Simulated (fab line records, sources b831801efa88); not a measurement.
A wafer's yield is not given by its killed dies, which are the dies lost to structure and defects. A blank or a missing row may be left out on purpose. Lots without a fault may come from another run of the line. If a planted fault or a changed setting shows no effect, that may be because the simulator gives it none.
fab line records -- flow gf180mcu
record: lots: 5, wafers: 15, last-day: 33
route steps=602 shown CONTACT@313 M1@315 V1@335
lots that met no fault: from a run of the same line without faults
start-h: the number of hours between the record's first day and the start of the first shown wafer of the lot -- wait-h: hours elapsed since this lot's preceding step -- " as in the row above -- L1.1+2: one row covering several wafers at once -- - value missing, or start not given -- * or withheld: withheld -- < > ~ a bound
route shown NAME@n: a module of which the file shows steps, and the number in the route of the first -- usual: mean/standard deviation of fault-free wafers -- same: alike in all rows -- chamber/n: place in a boat -- sites: readings site by site -- _std_site: the values' standard deviation -- _edge_site: inner sites' mean taken away from outer sites' mean -- radius-mm: for every site, how far away it sits from the centre of the wafer -- mask NAME#n: copy n -- behind: tool/chamber where the wafer was last shaped -- hold: cause of the lot's hold/its duration in hours/its outcome -- device: the transistor (n, p or np) that didn't switch -- end of line: the tests these same wafers got at the end of their route -- for a step that has no rows: nothing shown but its recipe -- killed: count of dies lost to structure and defects at first sort (not the wafer's yield) -- map: dies across one wafer; x = killed, . = not, _ = none there
set.NAME: the run value of the setting; set.NAME@STEP: its run value at that earlier step -- model.NAME: the simulator's own value behind a step, which no gauge read
certain route steps with their lots: each step a table, each wafer a row
services: the hour from which a tool's chamber was out of use, counted from the record's first day as start-h (under 0 if before that day), plus the number of hours and why
== steps ==
step: GF_CONTACT_THK_MEAS_26
recipe: thk-meas-gauge: xrf, reads: W_of_CONTACT_CVD_24
usual: CONTACT_W_THK: 302/3.5
lot.wafer,tool,chamber,start-h,wait-h,CONTACT_W_THK[nm]
L081.1,film-metro-01,-,422.94,0.1,302
L081.4,film-metro-01,-,422.94,0.1,300
L081.5,film-metro-01,-,422.94,0.1,300
L082.4,film-metro-04,-,437.21,0.1,300
L082.5,film-metro-04,-,437.21,0.1,303
L082.6,film-metro-04,-,437.21,0.1,302
L086.3,film-metro-04,-,468.10,0.1,309
L086.4,film-metro-04,-,468.10,0.1,306
L086.6,film-metro-04,-,468.10,0.1,305
L091.1,film-metro-03,-,528.35,0.1,300
L091.2,film-metro-03,-,528.35,0.1,300
L091.3,film-metro-03,-,528.35,0.1,298
L092.3,film-metro-03,-,529.46,0.1,304
L092.5,film-metro-03,-,529.46,0.1,300
L092.6,film-metro-03,-,529.46,0.1,300
step: GF_CONTACT_CMP_27
recipe: stop-on: SiO2, down-force-psi: 3.5, platen-rpm: 60, t-overpolish-s: 15, target-thk-nm: 0, pad-velocity-m-s: 0.94248
usual: motor-current-A: 11.0/1.1, overpolish-run-s: 15.000/0.008, slurry-flow-ml-min: 150.0/0.47, time-to-endpoint-s: 72.9/2.6
lot.wafer,tool,chamber,start-h,wait-h,motor-current-A,overpolish-run-s,slurry-flow-ml-min,time-to-endpoint-s
L081.4,cmp-01,2,423.00,0.0,11.4,15.023,149.1,72.8
L081.1,cmp-01,1,423.00,0.0,10.1,15.002,150.4,74.5
L081.5,cmp-01,2,423.00,0.0,10.6,15.002,149.6,74.3
L082.4,cmp-01,3,437.34,0.1,9.6,14.999,149.7,71.7
L082.6,cmp-01,1,437.34,0.1,10.1,14.999,149.4,77.0
L082.5,cmp-01,2,437.34,0.1,11.4,14.993,150.5,74.3
L086.3,cmp-02,1,468.19,0.1,12.8,15.007,149.4,72.3
L086.4,cmp-02,2,468.19,0.1,11.3,14.995,150.2,68.2
L086.6,cmp-02,0,468.19,0.1,11.4,14.990,149.8,70.8
L091.2,cmp-02,2,528.46,0.1,10.2,15.000,149.9,72.8
L091.1,cmp-02,3,528.46,0.1,10.0,15.017,150.4,72.1
L091.3,cmp-02,0,528.46,0.1,11.9,15.006,149.1,73.6
L092.3,cmp-01,3,529.55,0.1,9.5,15.003,150.8,74.3
L092.5,cmp-01,2,529.55,0.1,10.9,14.998,149.7,76.1
L092.6,cmp-01,3,529.55,0.1,9.5,14.990,151.1,72.6
step: GF_M1_SPUTTER_00
recipe: material: Ti, target-thk-nm: 37.5, arriving-ion-energy-ev: 80, substrate-temp-c: 200, chamber-pressure-pa: 2, power-w: 4000, time-s: 150
usual: throttle-valve-pct: 30.1/1.1
lot.wafer,tool,chamber,start-h,wait-h,throttle-valve-pct
L081.1,pvd-sputter-04,-,423.30,0.1,30.5
L081.4,pvd-sputter-04,-,423.30,0.1,30.9
L081.5,pvd-sputter-04,-,423.30,0.1,30.2
L082.4,pvd-sputter-02,-,437.54,0.1,30.6
L082.5,pvd-sputter-02,-,437.54,0.1,32.1
L082.6,pvd-sputter-02,-,437.54,0.1,30.6
L086.3,pvd-sputter-04,-,468.44,0.2,30.2
L086.4,pvd-sputter-04,-,468.44,0.2,28.5
L086.6,pvd-sputter-04,-,468.44,0.2,27.7
L091.1,pvd-sputter-02,-,528.71,0.1,32.2
L091.2,pvd-sputter-02,-,528.71,0.1,30.6
L091.3,pvd-sputter-02,-,528.71,0.1,29.5
L092.3,pvd-sputter-04,-,529.80,0.2,28.5
L092.5,pvd-sputter-04,-,529.80,0.2,27.9
L092.6,pvd-sputter-04,-,529.80,0.2,30.2
step: GF_M1_SPUTTER_01
recipe: material: TiN, target-thk-nm: 30, power-w: 6500, time-s: 25, chamber-pressure-pa: 0.4
usual: throttle-valve-pct: 30.1/1.1
lot.wafer,tool,chamber,start-h,wait-h,throttle-valve-pct
L081.1,pvd-sputter-04,-,423.40,0.1,30.1
L081.4,pvd-sputter-04,-,423.40,0.1,30.9
L081.5,pvd-sputter-04,-,423.40,0.1,30.4
L082.4,pvd-sputter-02,-,437.64,0.1,30.5
L082.5,pvd-sputter-02,-,437.64,0.1,31.8
L082.6,pvd-sputter-02,-,437.64,0.1,30.7
L086.3,pvd-sputter-04,-,468.54,0.1,30.2
L086.4,pvd-sputter-04,-,468.54,0.1,28.4
L086.6,pvd-sputter-04,-,468.54,0.1,27.7
L091.1,pvd-sputter-02,-,528.81,0.1,31.9
L091.2,pvd-sputter-02,-,528.81,0.1,30.6
L091.3,pvd-sputter-02,-,528.81,0.1,29.7
L092.3,pvd-sputter-04,-,529.90,0.1,28.2
L092.5,pvd-sputter-04,-,529.90,0.1,27.4
L092.6,pvd-sputter-04,-,529.90,0.1,30.0
step: GF_M1_SPUTTER_02
recipe: material: AlCu, target-thk-nm: 450, power-w: 10600, time-s: 23.9, chamber-pressure-pa: 0.4
usual: throttle-valve-pct: 30.1/1.1
lot.wafer,tool,chamber,start-h,wait-h,throttle-valve-pct
L081.1,pvd-sputter-04,-,423.43,0.0,30.1
L081.4,pvd-sputter-04,-,423.43,0.0,30.7
L081.5,pvd-sputter-04,-,423.43,0.0,30.0
L082.4,pvd-sputter-02,-,437.67,0.0,30.5
L082.5,pvd-sputter-02,-,437.67,0.0,32.0
L082.6,pvd-sputter-02,-,437.67,0.0,30.6
L086.3,pvd-sputter-04,-,468.57,0.0,30.3
L086.4,pvd-sputter-04,-,468.57,0.0,28.6
L086.6,pvd-sputter-04,-,468.57,0.0,27.4
L091.1,pvd-sputter-02,-,528.84,0.0,31.7
L091.2,pvd-sputter-02,-,528.84,0.0,30.2
L091.3,pvd-sputter-02,-,528.84,0.0,29.8
L092.3,pvd-sputter-04,-,529.93,0.0,28.3
L092.5,pvd-sputter-04,-,529.93,0.0,27.6
L092.6,pvd-sputter-04,-,529.93,0.0,30.4
step: GF_M1_SPUTTER_03
recipe: material: Ti, target-thk-nm: 10, substrate-temp-c: 300, chamber-pressure-pa: 0.3, power-w: 3000, time-s: 6.7
usual: throttle-valve-pct: 30.1/1.1
lot.wafer,tool,chamber,start-h,wait-h,throttle-valve-pct
L081.1,pvd-sputter-04,-,423.46,0.0,30.1
L081.4,pvd-sputter-04,-,423.46,0.0,31.0
L081.5,pvd-sputter-04,-,423.46,0.0,30.6
L082.4,pvd-sputter-02,-,437.70,0.0,30.6
L082.5,pvd-sputter-02,-,437.70,0.0,31.8
L082.6,pvd-sputter-02,-,437.70,0.0,30.7
L086.3,pvd-sputter-04,-,468.60,0.0,30.1
L086.4,pvd-sputter-04,-,468.60,0.0,28.5
L086.6,pvd-sputter-04,-,468.60,0.0,27.7
L091.1,pvd-sputter-02,-,528.87,0.0,31.8
L091.2,pvd-sputter-02,-,528.87,0.0,30.5
L091.3,pvd-sputter-02,-,528.87,0.0,29.8
L092.3,pvd-sputter-04,-,529.96,0.0,28.5
L092.5,pvd-sputter-04,-,529.96,0.0,27.8
L092.6,pvd-sputter-04,-,529.96,0.0,30.3
step: GF_M1_SPUTTER_04
recipe: material: TiN, target-thk-nm: 50, power-w: 6500, time-s: 41.7, chamber-pressure-pa: 0.4
usual: throttle-valve-pct: 30.1/1.1
lot.wafer,tool,chamber,start-h,wait-h,throttle-valve-pct
L081.1,pvd-sputter-04,-,423.48,0.0,30.2
L081.4,pvd-sputter-04,-,423.48,0.0,30.8
L081.5,pvd-sputter-04,-,423.48,0.0,30.0
L082.4,pvd-sputter-02,-,437.72,0.0,30.5
L082.5,pvd-sputter-02,-,437.72,0.0,32.0
L082.6,pvd-sputter-02,-,437.72,0.0,30.7
L086.3,pvd-sputter-04,-,468.62,0.0,30.3
L086.4,pvd-sputter-04,-,468.62,0.0,28.5
L086.6,pvd-sputter-04,-,468.62,0.0,27.6
L091.1,pvd-sputter-02,-,528.89,0.0,31.9
L091.2,pvd-sputter-02,-,528.89,0.0,30.8
L091.3,pvd-sputter-02,-,528.89,0.0,29.6
L092.3,pvd-sputter-04,-,529.98,0.0,28.7
L092.5,pvd-sputter-04,-,529.98,0.0,27.5
L092.6,pvd-sputter-04,-,529.98,0.0,30.2
step: GF_M1_RS_MEAS_05
recipe: thk-meas-gauge: four-point-probe, reads: TiN_of_M1_SPUTTER_04+Ti_of_M1_SPUTTER_03+AlCu_of_M1_SPUTTER_02+TiN_of_M1_SPUTTER_01+Ti_of_M1_SPUTTER_00
usual: M1_ALCU_RS: 0.0697/0.00072
lot.wafer,tool,chamber,start-h,wait-h,M1_ALCU_RS[ohm/sq]
L081.1,film-metro-02,-,423.52,0.0,0.0698
L081.4,film-metro-02,-,423.52,0.0,0.0694
L081.5,film-metro-02,-,423.52,0.0,0.0697
L082.4,film-metro-02,-,437.82,0.1,0.0689
L082.5,film-metro-02,-,437.82,0.1,0.0710
L082.6,film-metro-02,-,437.82,0.1,0.0696
L086.3,film-metro-02,-,468.70,0.1,0.0690
L086.4,film-metro-02,-,468.70,0.1,0.0697
L086.6,film-metro-02,-,468.70,0.1,0.0691
L091.1,film-metro-02,-,528.93,0.0,0.0701
L091.2,film-metro-02,-,528.93,0.0,0.0688
L091.3,film-metro-02,-,528.93,0.0,0.0689
L092.3,film-metro-02,-,530.06,0.1,0.0701
L092.5,film-metro-02,-,530.06,0.1,0.0700
L092.6,film-metro-02,-,530.06,0.1,0.0697
step: GF_M1_THK_MEAS_06
recipe: thk-meas-gauge: xrf, reads: AlCu_of_M1_SPUTTER_02
usual: M1_ALCU_THK: 441/5.1
lot.wafer,tool,chamber,start-h,wait-h,M1_ALCU_THK[nm]
L081.1,film-metro-02,-,423.64,0.1,439
L081.4,film-metro-02,-,423.64,0.1,440
L081.5,film-metro-02,-,423.64,0.1,441
L082.4,film-metro-02,-,437.91,0.1,447
L082.5,film-metro-02,-,437.91,0.1,430
L082.6,film-metro-02,-,437.91,0.1,439
L086.3,film-metro-02,-,468.80,0.1,444
L086.4,film-metro-02,-,468.80,0.1,439
L086.6,film-metro-02,-,468.80,0.1,441
L091.1,film-metro-02,-,529.05,0.1,434
L091.2,film-metro-02,-,529.05,0.1,445
L091.3,film-metro-02,-,529.05,0.1,445
L092.3,film-metro-02,-,530.16,0.1,434
L092.5,film-metro-02,-,530.16,0.1,437
L092.6,film-metro-02,-,530.16,0.1,440
step: GF_M1_DEHYDRATE_07
recipe: temp-c: 200, time-s: 60
lot.wafer,tool,chamber,start-h,wait-h
L081.1+4+5,litho-track-04,0,434.50,10.9
L082.4+5+6,litho-track-03,0,450.12,12.2
L086.3+4+6,litho-track-02,0,480.36,11.5
L091.1+2+3,litho-track-03,0,539.39,10.3
L092.3+5+6,litho-track-03,0,540.64,10.5
step: GF_M1_HMDS_08
recipe: prime-time-s: 60, prime-temp-c: 120
lot.wafer,tool,chamber,start-h,wait-h
L081.1+4+5,litho-track-04,0,434.65,0.1
L082.4+5+6,litho-track-03,0,450.27,0.1
L086.3+4+6,litho-track-02,0,480.51,0.1
L091.1+2+3,litho-track-03,0,539.54,0.1
L092.3+5+6,litho-track-03,0,540.79,0.1
step: GF_M1_COAT_09
recipe: resist: KrF, spin-rpm: withheld, resist-thk-nm: 1000
usual: dispense-pressure-kPa: 50.3/0.42
lot.wafer,tool,chamber,start-h,wait-h,dispense-pressure-kPa
L081.1,litho-track-04,0,434.80,0.1,49.8
L081.4,litho-track-04,0,434.80,0.1,49.8
L081.5,litho-track-04,0,434.80,0.1,49.8
L082.4,litho-track-03,0,450.42,0.1,50.2
L082.5,litho-track-03,0,450.42,0.1,50.2
L082.6,litho-track-03,0,450.42,0.1,50.2
L086.3,litho-track-02,0,480.66,0.1,51.0
L086.4,litho-track-02,0,480.66,0.1,51.0
L086.6,litho-track-02,0,480.66,0.1,50.9
L091.1,litho-track-03,0,539.69,0.1,50.2
L091.2,litho-track-03,0,539.69,0.1,50.2
L091.3,litho-track-03,0,539.69,0.1,50.3
L092.3,litho-track-03,0,540.94,0.1,50.3
L092.5,litho-track-03,0,540.94,0.1,50.3
L092.6,litho-track-03,0,540.94,0.1,50.2
step: GF_M1_SOFTBAKE_10
recipe: temp-c: 130, time-s: 60, resist: KrF
lot.wafer,tool,chamber,start-h,wait-h
L081.1+4+5,litho-track-04,0,434.95,0.1
L082.4+5+6,litho-track-03,0,450.57,0.1
L086.3+4+6,litho-track-02,0,480.81,0.1
L091.1+2+3,litho-track-03,0,539.84,0.1
L092.3+5+6,litho-track-03,0,541.09,0.1
step: GF_M1_EXPOSE_11
recipe: mask-id: Metal1, target-cd-nm: 230, na: 0.68, source-shape: conventional, sigma-outer: 0.6, dose-mj: 28
usual: exposure-dose-mJ-cm2: 27.999/0.027
lot.wafer,tool,chamber,start-h,wait-h,mask,exposure-dose-mJ-cm2
L081.1,krf-scanner-02,0,-,-,Metal1#0,28.006
L081.4,krf-scanner-02,0,-,-,Metal1#0,28.035
L081.5,krf-scanner-02,0,-,-,Metal1#0,28.017
L082.4,krf-scanner-02,0,-,-,Metal1#0,27.986
L082.5,krf-scanner-02,0,-,-,Metal1#0,27.991
L082.6,krf-scanner-02,0,-,-,Metal1#0,27.998
L086.3,krf-scanner-02,0,-,-,Metal1#0,28.004
L086.4,krf-scanner-02,0,-,-,Metal1#0,28.021
L086.6,krf-scanner-02,0,-,-,Metal1#0,28.007
L091.1,krf-scanner-01,0,-,-,Metal1#0,27.981
L091.2,krf-scanner-01,0,-,-,Metal1#0,28.063
L091.3,krf-scanner-01,0,-,-,Metal1#0,27.998
L092.3,krf-scanner-02,0,-,-,Metal1#0,27.973
L092.5,krf-scanner-02,0,-,-,Metal1#0,27.988
L092.6,krf-scanner-02,0,-,-,Metal1#0,28.037
step: GF_M1_PEB_12
recipe: peb-temp-c: 135, peb-time-s: 90, resist: KrF
lot.wafer,tool,chamber,start-h,wait-h
L081.1+4+5,litho-track-04,0,-,-
L082.4+5+6,litho-track-02,0,-,-
L086.3+4+6,litho-track-02,0,-,-
L091.1+2+3,litho-track-02,0,-,-
L092.3+5+6,litho-track-04,0,-,-
step: GF_M1_DEVELOP_13
recipe: develop-time-s: 60, dev-temp-c: 21
usual: developer-temp-C: 20.99/0.099
lot.wafer,tool,chamber,start-h,wait-h,developer-temp-C
L081.1,litho-track-04,0,447.25,0.2,20.81
L081.4,litho-track-04,0,447.25,0.2,20.84
L081.5,litho-track-04,0,447.25,0.2,20.89
L082.4,litho-track-02,0,461.83,0.1,21.02
L082.5,litho-track-02,0,461.83,0.1,21.02
L082.6,litho-track-02,0,461.83,0.1,20.98
L086.3,litho-track-02,0,491.61,0.1,21.04
L086.4,litho-track-02,0,491.61,0.1,21.22
L086.6,litho-track-02,0,491.61,0.1,21.00
L091.1,litho-track-02,0,550.86,0.2,20.89
L091.2,litho-track-02,0,550.86,0.2,20.92
L091.3,litho-track-02,0,550.86,0.2,21.17
L092.3,litho-track-04,0,552.10,0.1,21.14
L092.5,litho-track-04,0,552.10,0.1,21.07
L092.6,litho-track-04,0,552.10,0.1,20.89
step: GF_M1_CD_MEAS_14
recipe: target-cd-nm: 230
usual: cd-nm: 229.8/1.4
lot.wafer,tool,chamber,start-h,wait-h,cd-nm
L081.1,cd-sem-01,-,447.40,0.1,231.0
L081.4,cd-sem-01,-,447.40,0.1,229.5
L081.5,cd-sem-01,-,447.40,0.1,227.8
L082.4,cd-sem-02,-,461.97,0.1,230.6
L082.5,cd-sem-02,-,461.97,0.1,229.5
L082.6,cd-sem-02,-,461.97,0.1,229.7
L086.3,cd-sem-01,-,491.75,0.1,229.3
L086.4,cd-sem-01,-,491.75,0.1,228.4
L086.6,cd-sem-01,-,491.75,0.1,227.8
L091.1,cd-sem-01,-,551.01,0.1,229.9
L091.2,cd-sem-01,-,551.01,0.1,229.5
L091.3,cd-sem-01,-,551.01,0.1,230.5
L092.3,cd-sem-02,-,552.24,0.1,229.8
L092.5,cd-sem-02,-,552.24,0.1,229.4
L092.6,cd-sem-02,-,552.24,0.1,231.0
step: GF_M1_OVL_MEAS_15
usual: M1_OVL: 4/5.5
lot.wafer,tool,chamber,start-h,wait-h,M1_OVL[nm]
L081.1,overlay-02,-,447.52,0.1,0
L081.4,overlay-02,-,447.52,0.1,8
L081.5,overlay-02,-,447.52,0.1,6
L082.4,overlay-01,-,462.04,0.1,4
L082.5,overlay-01,-,462.04,0.1,6
L082.6,overlay-01,-,462.04,0.1,1
L086.3,overlay-02,-,491.84,0.1,6
L086.4,overlay-02,-,491.84,0.1,2
L086.6,overlay-02,-,491.84,0.1,5
L091.1,overlay-01,-,551.13,0.1,7
L091.2,overlay-01,-,551.13,0.1,7
L091.3,overlay-01,-,551.13,0.1,4
L092.3,overlay-02,-,552.33,0.1,8
L092.5,overlay-02,-,552.33,0.1,7
L092.6,overlay-02,-,552.33,0.1,9
step: GF_M1_METAL_ETCH_16
recipe: chemistry: Cl2/BCl3, mask-material: KrF, target-depth-nm: 627.5, stop-on: SiO2, pressure-mtorr: 8, icp-w: 800, bias-w: 140, Cl2_flow_sccm: 80, bcl3-flow-sccm: 40, time-s: 104.6
usual: drypump-motor-current-A: 5.3/0.5, oes-product-au: 0.971/0.0061, throttle-valve-pct: 28.249/0.0096
lot.wafer,tool,chamber,start-h,wait-h,drypump-motor-current-A,oes-product-au,rf-hours-counter-h,throttle-valve-pct
L081.1,rie-metal-04,1,447.56,0.0,5.2,0.969,7,28.250
L081.4,rie-metal-04,1,447.56,0.0,5.2,0.975,-,28.236
L081.5,rie-metal-04,1,447.56,0.0,5.2,0.970,-,28.255
L082.4,rie-metal-04,0,462.10,0.0,6.3,0.976,-,28.245
L082.5,rie-metal-04,1,462.10,0.0,5.2,0.958,-,28.248
L082.6,rie-metal-04,0,462.10,0.0,6.3,0.976,-,28.243
L086.3,rie-metal-04,0,491.90,0.1,6.2,0.970,-,28.237
L086.4,rie-metal-04,1,491.90,0.1,5.2,0.971,-,28.246
L086.6,rie-metal-04,0,491.90,0.1,6.2,0.983,-,28.241
L091.1,rie-metal-01,1,551.16,0.0,4.8,0.971,1,28.259
L091.2,rie-metal-01,0,551.16,0.0,4.7,0.984,3,28.259
L091.3,rie-metal-01,1,551.16,0.0,4.8,0.975,-,28.244
L092.3,rie-metal-04,0,552.39,0.1,6.2,0.968,-,28.249
L092.5,rie-metal-04,1,552.39,0.1,5.2,0.962,-,28.266
L092.6,rie-metal-04,0,552.39,0.1,6.2,0.971,-,28.255
step: GF_M1_STRIP_17
recipe: chemistry: O2/N2, power-w: 1400, pressure-mtorr: 1500, platen-temp-c: 250, o2-flow-sccm: 3000, n2-flow-sccm: 300, overash-fraction: 0.5
usual: drypump-motor-current-A: 5.8/0.52, heater-power-w: 335/28, n2-flow-sccm: 299.9/0.76, o2-flow-sccm: 2999/8.6, oes-product-au: 0.557/0.0047, strip-time-to-endpoint-s: 7.85/0.034
lot.wafer,tool,chamber,start-h,wait-h,drypump-motor-current-A,heater-power-w,n2-flow-sccm,o2-flow-sccm,oes-product-au,rf-hours-counter-h,strip-time-to-endpoint-s
L081.1,plasma-asher-04,0,447.78,0.2,5.8,355,299.9,3008,0.553,64,7.75
L081.4,plasma-asher-04,0,447.78,0.2,5.8,361,299.6,3011,0.556,-,7.80
L081.5,plasma-asher-04,1,447.78,0.2,5.0,326,301.2,3007,0.558,-,7.76
L082.4,plasma-asher-02,1,462.21,0.1,5.5,297,301.1,3005,0.563,-,7.86
L082.5,plasma-asher-02,1,462.21,0.1,5.5,304,299.9,3010,0.547,-,7.85
L082.6,plasma-asher-02,0,462.21,0.1,6.5,393,299.1,2993,0.560,-,7.81
L086.3,plasma-asher-04,1,492.01,0.1,5.0,322,301.1,2999,0.566,-,7.86
L086.4,plasma-asher-04,0,492.01,0.1,5.8,355,301.1,3002,0.555,-,7.86
L086.6,plasma-asher-04,0,492.01,0.1,5.8,348,300.7,2989,0.561,-,7.89
L091.1,plasma-asher-04,0,551.27,0.1,5.8,343,300.8,2992,0.562,75,7.87
L091.2,plasma-asher-04,1,551.27,0.1,5.0,324,299.1,2994,0.563,75,7.89
L091.3,plasma-asher-04,1,551.27,0.1,5.1,323,298.6,3009,0.558,-,7.88
L092.3,plasma-asher-02,1,552.50,0.1,5.5,304,300.0,3005,0.553,-,7.86
L092.5,plasma-asher-02,1,552.50,0.1,5.5,292,299.4,3017,0.561,-,7.86
L092.6,plasma-asher-02,0,552.50,0.1,6.5,381,298.9,2982,0.560,-,7.85
step: GF_M1_STRIP_18
recipe: chemistry: post-etch-residue-remover, time-s: 1200, temp-c: 72.5
lot.wafer,tool,chamber,start-h,wait-h
L081.1+4+5,wet-bench-04,2,447.88,0.1
L082.4+5+6,wet-bench-04,0,462.27,0.0
L086.3+4+6,wet-bench-04,3,492.07,0.0
L091.1+2+3,wet-bench-03,0,551.37,0.1
L092.3+5+6,wet-bench-04,0,552.57,0.0
step: GF_M1_CLEAN_19
recipe: chemistry: DIW, dry: n2-spin
lot.wafer,tool,chamber,start-h,wait-h
L081.1+4+5,wet-bench-04,2,448.29,0.0
L082.4+5+6,wet-bench-02,0,462.62,0.0
L086.3+4+6,wet-bench-02,3,492.45,0.0
L091.1+2+3,wet-bench-02,3,551.72,0.0
L092.3+5+6,wet-bench-03,1,552.91,0.0
step: GF_V1_CVD_00
recipe: material: SiO2, target-thk-nm: 600, sigma-open-frac: 0.3, temp-c: 400, time-s: 100, sih4-flow-sccm: 60, pressure-mtorr: 6
lot.wafer,tool,chamber,start-h,wait-h
L081.1+4+5,hdpcvd-02,"1,0,1",448.40,0.0
L082.4+5+6,hdpcvd-02,"2,0,1",462.74,0.0
L086.3+4+6,hdpcvd-01,"1,1,0",492.54,0.0
L091.1+2+3,hdpcvd-01,"2,1,0",551.81,0.0
L092.3+5+6,hdpcvd-01,"0,1,2",553.00,0.0
step: GF_V1_THK_MEAS_01
recipe: reads: SiO2_of_V1_CVD_00
usual: V1_CVD_00_THK: 598/5.4
lot.wafer,tool,chamber,start-h,wait-h,V1_CVD_00_THK[nm]
L081.1,film-metro-02,-,448.47,0.0,604
L081.4,film-metro-02,-,448.47,0.0,600
L081.5,film-metro-02,-,448.47,0.0,599
L082.4,film-metro-03,-,462.81,0.0,609
L082.5,film-metro-03,-,462.81,0.0,600
L082.6,film-metro-03,-,462.81,0.0,601
L086.3,film-metro-02,-,492.63,0.1,604
L086.4,film-metro-02,-,492.63,0.1,598
L086.6,film-metro-02,-,492.63,0.1,590
L091.1,film-metro-02,-,551.88,0.0,593
L091.2,film-metro-02,-,551.88,0.0,598
L091.3,film-metro-02,-,551.88,0.0,599
L092.3,film-metro-03,-,553.09,0.1,597
L092.5,film-metro-03,-,553.09,0.1,597
L092.6,film-metro-03,-,553.09,0.1,596
step: GF_V1_CVD_02
recipe: material: SiO2, target-thk-nm: 850, precursor: TEOS, temp-c: 400, time-s: 94.851, rf-w: 600
usual: heater-power-w: 679/100
lot.wafer,tool,chamber,start-h,wait-h,heater-power-w
L081.1,pecvd-04,2,448.53,0.1,548
L081.4,pecvd-04,0,448.53,0.1,574
L081.5,pecvd-04,1,448.53,0.1,713
L082.4,pecvd-04,2,462.87,0.1,555
L082.5,pecvd-04,0,462.87,0.1,560
L082.6,pecvd-04,1,462.87,0.1,731
L086.3,pecvd-04,0,492.71,0.1,620
L086.4,pecvd-04,1,492.71,0.1,729
L086.6,pecvd-04,1,492.71,0.1,603
L091.1,pecvd-04,1,551.94,0.1,668
L091.2,pecvd-04,0,551.94,0.1,697
L091.3,pecvd-04,2,551.94,0.1,552
L092.3,pecvd-01,2,553.13,0.0,613
L092.5,pecvd-01,1,553.13,0.0,703
L092.6,pecvd-01,0,553.13,0.0,770
step: GF_V1_THK_MEAS_03
recipe: reads: SiO2_of_V1_CVD_02
usual: V1_CVD_02_THK: 850/11
lot.wafer,tool,chamber,start-h,wait-h,V1_CVD_02_THK[nm]
L081.1,film-metro-03,-,448.60,0.0,848
L081.4,film-metro-03,-,448.60,0.0,854
L081.5,film-metro-03,-,448.60,0.0,865
L082.4,film-metro-03,-,462.94,0.0,864
L082.5,film-metro-03,-,462.94,0.0,856
L082.6,film-metro-03,-,462.94,0.0,859
L086.3,film-metro-03,-,492.84,0.1,860
L086.4,film-metro-03,-,492.84,0.1,860
L086.6,film-metro-03,-,492.84,0.1,862
L091.1,film-metro-04,-,552.01,0.0,830
L091.2,film-metro-04,-,552.01,0.0,827
L091.3,film-metro-04,-,552.01,0.0,824
L092.3,film-metro-04,-,553.22,0.1,844
L092.5,film-metro-04,-,553.22,0.1,875
L092.6,film-metro-04,-,553.22,0.1,870
step: GF_V1_CMP_04
recipe: material: SiO2, down-force-psi: 4, platen-rpm: 60, pad-velocity-m-s: 0.94248
usual: motor-current-A: 11.9/1.1, slurry-flow-ml-min: 150.1/0.45, time-to-endpoint-s: 80/5.1
lot.wafer,tool,chamber,start-h,wait-h,motor-current-A,slurry-flow-ml-min,time-to-endpoint-s
L081.1,cmp-02,2,448.66,0.1,11.6,149.9,80
L081.4,cmp-02,1,448.66,0.1,13.6,150.1,85
L081.5,cmp-02,2,448.66,0.1,11.9,150.8,85
L082.4,cmp-02,3,463.07,0.1,11.0,150.6,89
L082.6,cmp-02,1,463.07,0.1,14.0,149.7,85
L082.5,cmp-02,2,463.07,0.1,11.4,150.1,85
L086.3,cmp-02,2,492.88,0.0,12.1,150.2,84
L086.4,cmp-02,0,492.88,0.0,12.3,150.1,85
L086.6,cmp-02,3,492.88,0.0,12.4,150.4,84
L091.2,cmp-01,0,552.07,0.0,13.5,150.6,73
L091.1,cmp-01,1,552.07,0.0,10.8,149.8,70
L091.3,cmp-01,3,552.07,0.0,11.0,149.7,71
L092.3,cmp-02,3,553.31,0.1,11.8,150.5,78
L092.5,cmp-02,2,553.31,0.1,11.5,150.4,90
L092.6,cmp-02,3,553.31,0.1,11.9,150.6,90
step: GF_V1_BOW_MEAS_05
recipe: mode: bow
usual: V1_BOW: 82/7.6
lot.wafer,tool,chamber,start-h,wait-h,V1_BOW[um]
L081.1,film-metro-04,-,448.96,0.2,73
L081.4,film-metro-04,-,448.96,0.2,79
L081.5,film-metro-04,-,448.96,0.2,82
L082.4,film-metro-02,-,463.33,0.2,79
L082.5,film-metro-02,-,463.33,0.2,86
L082.6,film-metro-02,-,463.33,0.2,77
L086.3,film-metro-04,-,493.22,0.3,67
L086.4,film-metro-04,-,493.22,0.3,72
L086.6,film-metro-04,-,493.22,0.3,74
L091.1,film-metro-04,-,552.37,0.2,90
L091.2,film-metro-04,-,552.37,0.2,88
L091.3,film-metro-04,-,552.37,0.2,72
L092.3,film-metro-02,-,553.60,0.2,77
L092.5,film-metro-02,-,553.60,0.2,95
L092.6,film-metro-02,-,553.60,0.2,87
== services ==
tool,chamber,start-h,hours,kind
pecvd-04,-,400.90,0.4,repair
cmp-02,-,401.90,7.8,pm
rie-metal-04,0,408.14,10.0,repair
cmp-02,-,409.66,4.0,pm
krf-scanner-02,-,430.24,1.0,pm
pvd-sputter-02,-,430.25,3.7,repair
wet-bench-02,-,444.97,8.7,repair
pvd-sputter-02,-,449.51,1.0,repair
cmp-01,-,451.31,0.3,repair
hdpcvd-01,1,451.45,16.7,repair
krf-scanner-02,-,451.71,0.6,repair
plasma-asher-04,-,457.45,0.4,repair
wet-bench-02,-,463.02,9.4,repair
krf-scanner-02,-,467.46,1.3,pm
pecvd-04,2,475.96,16.8,repair
cmp-02,-,500.61,1.5,repair
cmp-02,-,502.16,1.2,repair
krf-scanner-02,-,510.88,0.8,pm
hdpcvd-01,0,511.74,28.2,repair
pvd-sputter-02,-,521.53,3.5,repair
krf-scanner-02,-,530.32,3.6,pm
cmp-01,-,531.35,0.9,repair
pecvd-04,-,533.14,5.5,pm
hdpcvd-01,2,533.85,3.1,repair
== key ==
fault none
